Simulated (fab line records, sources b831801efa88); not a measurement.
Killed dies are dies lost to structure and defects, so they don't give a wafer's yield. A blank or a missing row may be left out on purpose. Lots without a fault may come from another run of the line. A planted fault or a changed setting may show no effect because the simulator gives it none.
fab line records | flow sfq_line | part 2 of 2: steps 27 to 37 of 37
record lots=5 wafers=15 last_day=86
route steps=325 shown I2@109 M3@118 I3@133
lots that met no fault: from a run of the same line without faults
start_h: hours from the record's first day to the start of the lot's first wafer shown | wait_h: hours since the lot's step before | " the same as in the row above | L1.1+2: a row that stands for several wafers | - no value, or no start given | * or withheld: withheld | < > ~ a bound
route shown NAME@n: a module of which the file shows steps, and the number in the route of the first | usual: mean/standard deviation of fault-free wafers | same: alike in all rows | chamber/n: place in a boat | sites: the reading at each site | _std_site: their standard deviation | _edge_site: outer sites' mean less inner sites' | radius_mm: how far each site lies from the wafer's centre | mask NAME#n: copy n | behind: the tool/chamber that last shaped the wafer | hold: why the lot was held/for how many hours/how that ended | device: the transistor (n, p or np) that didn't switch | end of line: the same wafers' tests at the end of the route | a step without rows: its recipe alone | killed: dies lost to structure and defects at the first sort, not the wafer's yield | map: a wafer's dies, x killed, . not, _ none there
set.NAME: the setting as run; set.NAME@STEP: as run at that earlier step | model.NAME: the simulator's own value behind a step, which no gauge read
lots at some steps of the route; a table a step, a row a wafer
services: from which hour (start_h, from the record's first day; less than 0 if before it) a tool's chamber was out of use, for how many hours, and why
## steps
# step SFQ_TRILAYER_I3_METRO_MEASURE_083
# usual thk_nm=199.6/0.94
# columns lot.wafer tool chamber start_h wait_h thk_nm
L079.1 film_metro-02 - 661.25 0.1 199.6
L079.2 " - " " 200.1
L079.5 " - " " 201.2
L081.1 film_metro-02 - 892.44 0.1 199.4
L081.3 " - " " 198.2
L081.5 " - " " 198.9
L091.2 film_metro-01 - 917.24 0.3 200.1
L091.4 " - " " 200.6
L091.5 " - " " 199.0
L092.1 film_metro-02 - 922.84 0.1 198.2
L092.3 " - " " 198.7
L092.4 " - " " 198.9
L096.1 film_metro-04 - 932.64 0.1 199.0
L096.2 " - " " 199.1
L096.6 " - " " 199.4
# step SFQ_TRILAYER_I3_VIA_LITHO_COAT_090
# recipe resist=BARC spin_rpm=3000 resist_thk_nm=62
# usual dispense_pressure_kPa=52/4.1
# columns lot.wafer tool chamber start_h wait_h dispense_pressure_kPa
L079.1 litho_track-01 0 662.45 1.0 56
L079.2 " 0 " " 55
L079.5 " 0 " " 55
L081.1 litho_track-03 0 893.64 1.0 52
L081.3 " 0 " " 53
L081.5 " 0 " " 52
L091.2 litho_track-02 0 918.29 0.8 45
L091.4 " 0 " " 45
L091.5 " 0 " " 45
L092.1 litho_track-03 0 924.04 1.0 52
L092.3 " 0 " " 52
L092.4 " 0 " " 52
L096.1 litho_track-02 0 933.84 1.0 45
L096.2 " 0 " " 45
L096.6 " 0 " " 45
# step SFQ_TRILAYER_I3_VIA_LITHO_COAT_085
# recipe resist=KrF spin_rpm=3000 resist_thk_nm=650
# usual dispense_pressure_kPa=52/4.1
# columns lot.wafer tool chamber start_h wait_h dispense_pressure_kPa
L079.1 litho_track-01 0 662.75 0.2 55
L079.2 " 0 " " 55
L079.5 " 0 " " 56
L081.1 litho_track-03 0 893.94 0.2 52
L081.3 " 0 " " 52
L081.5 " 0 " " 53
L091.2 litho_track-02 0 918.59 0.2 45
L091.4 " 0 " " 45
L091.5 " 0 " " 45
L092.1 litho_track-03 0 924.34 0.2 52
L092.3 " 0 " " 52
L092.4 " 0 " " 52
L096.1 litho_track-02 0 934.14 0.2 45
L096.2 " 0 " " 45
L096.6 " 0 " " 45
# step SFQ_TRILAYER_I3_VIA_LITHO_SOFTBAKE_089
# recipe temp_c=withheld time_s=withheld resist=KrF
# columns lot.wafer tool chamber start_h wait_h
L079.1+2+5 litho_track-01 0 663.05 0.2
L081.1+3+5 litho_track-03 0 894.24 0.2
L091.2+4+5 litho_track-02 0 918.87 0.2
L092.1+3+4 litho_track-03 0 924.64 0.2
L096.1+2+6 litho_track-02 0 934.44 0.2
# step SFQ_TRILAYER_I3_VIA_LITHO_EXPOSE_086
# recipe mask_id=I3 na=0.6 source_shape=conventional sigma_outer=0.65 target_cd_nm=500 dose_mj=21.3
# usual reticle_temp_C=22.99/0.094
# columns lot.wafer tool chamber start_h wait_h mask reticle_temp_C
L079.1 krf_scanner-01 0 805.04 - I3#0 23.03
L079.2 " 0 " " I3#0 23.08
L079.5 " 0 " " I3#0 22.98
L081.1 krf_scanner-02 0 895.27 - I3#0 22.96
L081.3 " 0 " " I3#0 23.06
L081.5 " 0 " " I3#0 22.96
L091.2 krf_scanner-02 0 919.85 - I3#0 23.06
L091.4 " 0 " " I3#0 23.18
L091.5 " 0 " " I3#0 22.98
L092.1 krf_scanner-02 0 924.79 - I3#0 23.08
L092.3 " 0 " " I3#0 22.90
L092.4 " 0 " " I3#0 23.06
L096.1 krf_scanner-02 0 935.51 - I3#0 22.93
L096.2 " 0 " " I3#0 22.83
L096.6 " 0 " " I3#0 22.99
# step SFQ_TRILAYER_I3_VIA_LITHO_PEB_088
# recipe peb_temp_c=115 peb_time_s=60 resist=KrF
# columns lot.wafer tool chamber start_h wait_h
L079.1+2+5 litho_track-01 0 806.24 1.0
L081.1+3+5 litho_track-03 0 896.47 1.0
L091.2+4+5 litho_track-03 0 920.87 0.8
L092.1+3+4 litho_track-01 0 925.99 1.0
L096.1+2+6 litho_track-03 0 936.71 1.0
# step SFQ_TRILAYER_I3_VIA_LITHO_DEVELOP_087
# recipe time_s=60 resist=KrF
# columns lot.wafer tool chamber start_h wait_h
L079.1+2+5 litho_track-01 0 806.39 0.1
L081.1+3+5 litho_track-03 0 896.62 0.1
L091.2+4+5 litho_track-03 0 921.02 0.1
L092.1+3+4 litho_track-01 0 926.14 0.1
L096.1+2+6 litho_track-03 0 936.86 0.1
# step SFQ_I3_OVL_MEAS_923
# usual I3_OVL=-2/5.6
# columns lot.wafer tool chamber start_h wait_h I3_OVL[nm]
L079.1 overlay-01 - 806.54 0.1 -3
L079.2 " - " " -10
L079.5 " - " " -3
L081.1 overlay-01 - 896.77 0.1 6
L081.3 " - " " -2
L081.5 " - " " 0
L091.2 overlay-01 - 921.15 0.1 -14
L091.4 " - " " -16
L091.5 " - " " -15
L092.1 overlay-02 - 926.29 0.1 1
L092.3 " - " " 3
L092.4 " - " " -9
L096.1 overlay-01 - 937.01 0.1 -1
L096.2 " - " " -4
L096.6 " - " " 1
# step SFQ_TRILAYER_I3_VIA_BARC_OPEN_VIA_ETCH_121
# recipe mask_material=PR chemistry=O2 target_depth_nm=125 target=BARC source_w=500 bias_w=80 pressure_mtorr=30 time_s=41.7
# usual drypump_motor_current_A=5.9/0.47 oes_product_au=0.684/0.0048
# columns lot.wafer tool chamber start_h wait_h drypump_motor_current_A oes_product_au rf_hours_counter_h
L079.1 rie_diel-04 2 806.57 0.0 6.2 0.686 19
L079.2 " 1 " " 5.7 0.686 8
L079.5 " 2 " " 6.2 0.692 -
L081.1 rie_diel-04 1 896.80 0.0 5.7 0.682 9
L081.3 " 2 " " 6.2 0.685 21
L081.5 " 0 " " 6.5 0.690 -
L091.2 rie_diel-03 2 921.18 0.0 5.7 0.682 25
L091.4 " 0 " " 5.8 0.681 -
L091.5 " 1 " " 6.6 0.679 -
L092.1 rie_diel-04 1 926.33 0.0 5.7 0.681 10
L092.3 " 0 " " 6.5 0.689 14
L092.4 " 2 " " 6.2 0.679 21
L096.1 rie_diel-02 2 937.05 0.0 6.0 0.685 1
L096.2 " 3 " " 5.6 0.694 7
L096.6 " 1 " " 5.5 0.691 -
# step SFQ_TRILAYER_I3_VIA_ETCH_VIA_ETCH_088
# recipe target=SiO2 stop_on=Nb mask_material=PR taper_deg=20 chemistry=CHF3 target_depth_nm=260 source_w=500 bias_w=80 pressure_mtorr=30 time_s=withheld
# usual drypump_motor_current_A=5.9/0.47 oes_product_au=0.854/0.005
# columns lot.wafer tool chamber start_h wait_h drypump_motor_current_A oes_product_au
L079.1 rie_diel-04 2 806.61 0.0 6.2 0.849
L079.2 " 1 " " 5.7 0.852
L079.5 " 2 " " 6.2 0.858
L081.1 rie_diel-04 1 896.84 0.0 5.7 0.853
L081.3 " 2 " " 6.2 0.843
L081.5 " 0 " " 6.5 0.850
L091.2 rie_diel-03 2 921.22 0.0 5.7 0.856
L091.4 " 0 " " 5.7 0.857
L091.5 " 1 " " 6.6 0.856
L092.1 rie_diel-04 1 926.37 0.0 5.7 0.843
L092.3 " 0 " " 6.5 0.852
L092.4 " 2 " " 6.2 0.848
L096.1 rie_diel-02 2 937.09 0.0 6.0 0.852
L096.2 " 3 " " 5.6 0.850
L096.6 " 1 " " 5.5 0.858
# step SFQ_TRILAYER_I3_VIA_STRIP_STRIP_089
# recipe gas=O2 power_w=200 platen_temp_c=40 overash_fraction=0.65 chemistry=O2 pressure_mtorr=50
# usual drypump_motor_current_A=5.6/0.43 oes_product_au=0.998/0.0067
# columns lot.wafer tool chamber start_h wait_h drypump_motor_current_A oes_product_au rf_hours_counter_h
L079.1 rie_metal-03 0 806.73 - 5.1 0.996 123
L079.2 " 1 " " 6.4 1.001 90
L079.5 " 0 " " 5.1 0.998 -
L081.1 rie_metal-03 1 896.95 - 6.4 0.989 105
L081.3 " 0 " " 5.1 0.989 -
L081.5 " 0 " " 5.1 0.996 -
L091.2 rie_metal-02 0 921.34 - 5.5 1.004 116
L091.4 " 0 " " 5.5 0.990 -
L091.5 " 0 " " 5.5 0.998 -
L092.1 rie_metal-01 1 926.48 - 5.4 1.004 149
L092.3 " 1 " " 5.4 0.999 -
L092.4 " 1 " " 5.4 1.000 -
L096.1 rie_metal-01 0 937.20 - 5.3 0.987 34
L096.2 " 1 " " 5.4 0.988 151
L096.6 " 0 " " 5.4 0.986 -
## services
# columns tool chamber start_h hours kind
rie_diel-01 - 584.68 2.8 pm
rie_diel-04 3 608.39 6.6 repair
krf_scanner-01 - 615.90 2.9 repair
krf_scanner-01 - 625.23 0.6 repair
rie_metal-04 1 646.70 8.3 repair
rie_diel-01 3 662.41 4.6 repair
rie_metal-04 1 663.43 10.3 repair
krf_scanner-01 - 663.49 0.8 pm
krf_scanner-01 - 664.24 3.6 pm
rie_diel-04 0 664.66 4.5 repair
krf_scanner-01 - 691.92 1.3 pm
krf_scanner-01 - 699.22 1.0 pm
krf_scanner-01 - 711.02 4.0 pm
rie_diel-01 0 784.88 8.9 repair
rie_diel-04 1 792.31 9.4 repair
rie_diel-04 1 826.64 10.4 repair
krf_scanner-01 - 832.64 0.8 pm
krf_scanner-01 - 844.56 1.3 pm
rie_diel-01 0 847.96 6.4 repair
rie_diel-01 1 849.75 2.4 repair
krf_scanner-01 - 850.66 1.0 pm
rie_diel-04 0 851.63 6.1 repair
krf_scanner-01 - 857.66 4.4 pm
rie_diel-01 - 871.47 1.0 repair
